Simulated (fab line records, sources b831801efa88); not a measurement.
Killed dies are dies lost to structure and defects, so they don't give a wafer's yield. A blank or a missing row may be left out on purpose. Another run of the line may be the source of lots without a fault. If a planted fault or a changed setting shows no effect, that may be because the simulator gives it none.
Check of tool commonality + flow gf180mcu + Sample size 13 lots and 39 wafers

WHAT PROMPTED THE OPENING
At GF_VT_IMPLANT_TW_MEAS_21 the reading VT_IMPLANT_2_TW is flagged on 2 of 13 lots. Wafers without a fault read 1222, standard deviation 12.
Rule: flag the lot when none of its wafers has a number, or when each of its wafers that has one lies beyond 4 standard deviations from that mean. The rest of the lots are taken to be sound.

| lot  | measured     | on            | VT_IMPLANT_2_TW, wafer by wafer | flag    |
|------|--------------|---------------|---------------------------------|---------|
| L181 | day 6 10:31  | film_metro-01 | 1238 1233 1231                  |         |
| L182 | day 6 20:52  | film_metro-02 | 1200 1199 1199                  |         |
| L183 | day 7 00:39  | film_metro-01 | 1225 1222 1224                  |         |
| L184 | day 7 08:06  | film_metro-01 | 1222 1230 1227                  |         |
| L187 | day 8 03:15  | film_metro-04 | 1224 1230 1230                  |         |
| L188 | day 8 08:49  | film_metro-01 | 1222 1216 1225                  |         |
| L190 | day 9 01:02  | film_metro-02 | 1504 1494 1505                  | FLAGGED |
| L191 | day 9 04:42  | film_metro-01 | 1225 1229 1230                  |         |
| L194 | day 9 23:13  | film_metro-04 | 1538 1523 1535                  | FLAGGED |
| L199 | day 11 07:14 | film_metro-02 | 1202 1211 1212                  |         |
| L200 | day 11 15:07 | film_metro-04 | 1223 1226 1228                  |         |
| L202 | day 12 02:00 | film_metro-04 | 1219 1218 1221                  |         |
| L203 | day 12 14:46 | film_metro-02 | 1219 1215 1227                  |         |
The mean of the flagged lots' numbers is 1516, +294 from the usual (+25 standard deviations).

WHICH TOOL EACH LOT WENT THROUGH
2 process steps preceding the reading are held in the record, out of 602 steps in the route. In each cell: the tool, then ch and the chambers that the sampled wafers went through, then the start.
| lot  | flag    | GF_STI_ETCH_13                    | GF_VT_IMPLANT_IMPLANT_19        |
|------|---------|-----------------------------------|---------------------------------|
| L181 |         | rie_diel-01 ch 0,1,3, day 2 06:38 | implanter-03 ch 0, day 6 10:17  |
| L182 |         | rie_diel-03 ch 0,1, day 2 12:58   | implanter-03 ch 0, day 6 20:40  |
| L183 |         | rie_diel-03 ch 1,2,3, day 2 17:04 | implanter-03 ch 0, day 7 00:25  |
| L184 |         | rie_diel-02 ch 0,1, day 2 21:37   | implanter-01 ch 0, day 7 07:51  |
| L187 |         | rie_diel-02 ch 1,3, day 3 13:28   | implanter-03 ch 0, day 8 03:01  |
| L188 |         | rie_diel-01 ch 2,3, day 3 18:47   | implanter-04 ch 0, day 8 08:34  |
| L190 | FLAGGED | rie_diel-02 ch 2,3, day 4 05:49   | implanter-01 ch 0, day 9 00:28  |
| L191 |         | rie_diel-01 ch 0,1,3, day 4 10:13 | implanter-01 ch 0, day 9 04:27  |
| L194 | FLAGGED | rie_diel-01 ch 0,1,2, day 5 02:33 | implanter-03 ch 0, day 9 22:41  |
| L199 |         | rie_diel-03 ch 0,2, day 6 03:06   | implanter-03 ch 0, day 11 06:59 |
| L200 |         | rie_diel-01 ch 0,1,3, day 6 08:46 | implanter-03 ch 0, day 11 14:52 |
| L202 |         | rie_diel-01 ch 0,2,3, day 6 18:38 | implanter-01 ch 0, day 12 01:46 |
| L203 |         | rie_diel-01 ch 1,3, day 7 01:18   | implanter-04 ch 0, day 12 14:31 |
What these steps do:
- GF_STI_ETCH_13: etches the open film in CHF3/O2, stops on Si, target depth 282.31 nm, time 112.9 s.
- GF_VT_IMPLANT_IMPLANT_19
- GF_VT_IMPLANT_TW_MEAS_21

FLAGGED AGAINST TOTAL, ONE TOOL AT A TIME (gauges that did the reading follow at the end)
| step                     | tool          | lots run | flagged | share of the flagged lots | sound lots run after its first flagged lot |
|--------------------------|---------------|----------|---------|---------------------------|--------------------------------------------|
| GF_STI_ETCH_13           | rie_diel-01   | 7        | 1       | some                      | 3 (L200,L202,L203)                         |
| GF_STI_ETCH_13           | rie_diel-02   | 3        | 1       | some                      | 0                                          |
| GF_STI_ETCH_13           | rie_diel-03   | 3        | 0       | none                      | -                                          |
| GF_VT_IMPLANT_IMPLANT_19 | implanter-01  | 4        | 1       | some                      | 2 (L191,L202)                              |
| GF_VT_IMPLANT_IMPLANT_19 | implanter-03  | 7        | 1       | some                      | 2 (L199,L200)                              |
| GF_VT_IMPLANT_IMPLANT_19 | implanter-04  | 2        | 0       | none                      | -                                          |
| GF_VT_IMPLANT_TW_MEAS_21 | film_metro-01 | 5        | 0       | none                      | -                                          |
| GF_VT_IMPLANT_TW_MEAS_21 | film_metro-02 | 4        | 1       | some                      | 2 (L199,L203)                              |
| GF_VT_IMPLANT_TW_MEAS_21 | film_metro-04 | 4        | 1       | some                      | 2 (L200,L202)                              |

WHAT IS ALLOWED BY THE TABLE
No row of the table ran every flagged lot.

WHAT THE SIMULATOR HAD PUT IN
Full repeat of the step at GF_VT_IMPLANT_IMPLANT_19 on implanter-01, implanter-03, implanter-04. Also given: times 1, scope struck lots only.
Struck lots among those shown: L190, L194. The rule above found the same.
